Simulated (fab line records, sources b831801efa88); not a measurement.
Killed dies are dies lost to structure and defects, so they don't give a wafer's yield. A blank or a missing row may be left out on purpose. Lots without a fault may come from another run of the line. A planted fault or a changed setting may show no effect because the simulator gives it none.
Which tool did it? | flow gf180mcu | 24 lots, 72 wafers sampled, at 2 steps of a route of 602

WHAT THE GAUGES READ, wafer by wafer
GF_HV_LDD_TW_MEAS_11. Usual: HV_LDD_TW 2419, standard deviation 22.
lot  | measured     | on            | HV_LDD_TW      | flag
L074 | day 10 04:28 | film_metro-01 | 2443 2439 2443 |
L075 | day 10 08:24 | film_metro-02 | 2435 2416 2436 |
L076 | day 10 14:33 | film_metro-01 | 2438 2438 2446 |
L077 | day 10 22:22 | film_metro-03 | 2391 2395 2395 |
L078 | day 11 06:14 | film_metro-03 | 2390 2392 2399 |
L079 | day 11 14:14 | film_metro-03 | 2397 2402 2397 |
L080 | day 11 18:20 | film_metro-01 | 2429 2421 2429 |
L081 | day 12 01:48 | film_metro-01 | 2428 2436 2434 |
L082 | day 12 10:09 | film_metro-01 | 2422 2433 2419 |
L083 | day 12 21:32 | film_metro-03 | 2381 2382 2375 |
L084 | day 13 04:05 | film_metro-03 | 2379 2381 2389 |
L085 | day 13 10:30 | film_metro-01 | 2433 2435 2435 |
L086 | day 13 15:41 | film_metro-02 | 2430 2414 2444 |
L087 | day 13 22:54 | film_metro-01 | 2431 2419 2434 |
L088 | day 14 05:38 | film_metro-03 | 2390 2390 2393 |
L089 | day 14 11:55 | film_metro-01 | 2431 2422 2417 |
L090 | day 14 19:07 | film_metro-01 | 2421 2423 2431 |
L091 | day 15 08:24 | film_metro-01 | 2458 2450 2448 |
L092 | day 15 10:46 | film_metro-02 | 2434 2423 2416 |
L093 | day 15 22:20 | film_metro-01 | 2452 2451 2448 |
L094 | day 16 03:28 | film_metro-02 | 2431 2444 2422 |
L095 | day 16 11:11 | film_metro-03 | 2380 2382 2391 |
L096 | day 16 17:34 | film_metro-02 | 2433 2426 2427 |
L097 | day 17 06:21 | film_metro-02 | 2407 2426 2414 |

WHICH TOOL RAN EACH LOT (tool, then ch and the chambers of the sampled wafers, then the start)
lot  | GF_POLY_GATE_ETCH_12
L074 | rie_diel-04 ch 1,2, day 9 07:58
L075 | rie_diel-02 ch 2,3, day 9 12:25
L076 | rie_diel-02 ch 1,2,3, day 9 18:46
L077 | rie_diel-01 ch 0,2,3, day 10 02:15
L078 | rie_diel-04 ch 0,3, day 10 08:13
L079 | rie_diel-04 ch 0,1, day 10 17:49
L080 | rie_diel-01 ch 1,2,3, day 10 21:49
L081 | rie_diel-02 ch 0,1,3, day 11 05:19
L082 | rie_diel-04 ch 0,2,3, day 11 12:13
L083 | rie_diel-04 ch 0,3, day 12 00:00
L084 | rie_diel-04 ch 0,1, day 12 06:48
L085 | rie_diel-04 ch 0,2,3, day 12 12:25
L086 | rie_diel-01 ch 0,2,3, day 12 17:43
L087 | rie_diel-04 ch 0,2,3, day 13 01:22
L088 | rie_diel-04 ch 0,1,2, day 13 07:49
L089 | rie_diel-01 ch 0,1,3, day 13 12:49
L090 | rie_diel-01 ch 1,2,3, day 13 18:57
L091 | rie_diel-01 ch 0,1,2, day 14 08:12
L092 | rie_diel-04 ch 0,1,3, day 14 10:46
L093 | rie_diel-02 ch 0,1, day 14 22:34
L094 | rie_diel-01 ch 0,1,3, day 15 03:00
L095 | rie_diel-04 ch 1,2,3, day 15 11:22
L096 | rie_diel-04 ch 0,2,3, day 15 17:36
L097 | rie_diel-04 ch 0,2,3, day 16 06:12
- GF_POLY_GATE_ETCH_12: etches BARC in N2/H2.

WHAT THE TOOLS THEMSELVES READ (means of the sampled wafers that have a number; where no wafer has one, the mark that the record gives instead)
GF_POLY_GATE_ETCH_12. Usual: drypump_motor_current_A 5.7 A, standard deviation 0.38; oes_product_au 0.735 a.u., standard deviation 0.0044; throttle_valve_pct 13.215 %, standard deviation 0.0086.
lot  | tool        | drypump_motor_current_A (A) | oes_product_au (a.u.) | throttle_valve_pct (%) | flag
L074 | rie_diel-04 | 5.6                         | 0.734                 | 13.215                 |
L075 | rie_diel-02 | 5.6                         | 0.738                 | 13.215                 |
L076 | rie_diel-02 | 5.6                         | 0.736                 | 13.220                 |
L077 | rie_diel-01 | 5.6                         | 0.731                 | 13.218                 |
L078 | rie_diel-04 | 6.2                         | 0.731                 | 13.220                 |
L079 | rie_diel-04 | 6.0                         | 0.736                 | 13.210                 |
L080 | rie_diel-01 | 5.7                         | 0.735                 | 13.214                 |
L081 | rie_diel-02 | 5.4                         | 0.732                 | 13.225                 |
L082 | rie_diel-04 | 6.0                         | 0.743                 | 13.212                 |
L083 | rie_diel-04 | 6.1                         | 0.737                 | 13.213                 |
L084 | rie_diel-04 | 5.6                         | 0.740                 | 13.220                 |
L085 | rie_diel-04 | 6.0                         | 0.737                 | 13.212                 |
L086 | rie_diel-01 | 5.6                         | 0.738                 | 13.206                 |
L087 | rie_diel-04 | 6.0                         | 0.732                 | 13.214                 |
L088 | rie_diel-04 | 5.7                         | 0.738                 | 13.208                 |
L089 | rie_diel-01 | 5.8                         | 0.734                 | 13.211                 |
L090 | rie_diel-01 | 5.7                         | 0.735                 | 13.211                 |
L091 | rie_diel-01 | 5.5                         | 0.733                 | 13.221                 |
L092 | rie_diel-04 | 5.9                         | 0.738                 | 13.214                 |
L093 | rie_diel-02 | 5.4                         | 0.735                 | 13.217                 |
L094 | rie_diel-01 | 5.8                         | 0.736                 | 13.210                 |
L095 | rie_diel-04 | 5.7                         | 0.733                 | 13.212                 |
L096 | rie_diel-04 | 6.1                         | 0.733                 | 13.212                 |
L097 | rie_diel-04 | 6.0                         | 0.731                 | 13.215                 |

THE ANSWER, worked out from the rows above alone
Rule: a lot is off if the mean of its wafers that have a number lies more than 3 standard deviations from the usual mean. A lot without any number at a reading at which 4 lots or more have one is off too. The other lots that the step has rows for count as sound. The gauges are gone through in route order, then the tools' own readings, and for those a lot's mean is taken as printed above. The first step at which some lot is off is used, and at that step the reading that is off furthest; a lot without a number counts as furthest.
No lot is off at any reading shown: from this, nothing can be told.

WHAT THE SIMULATOR HAD PUT IN
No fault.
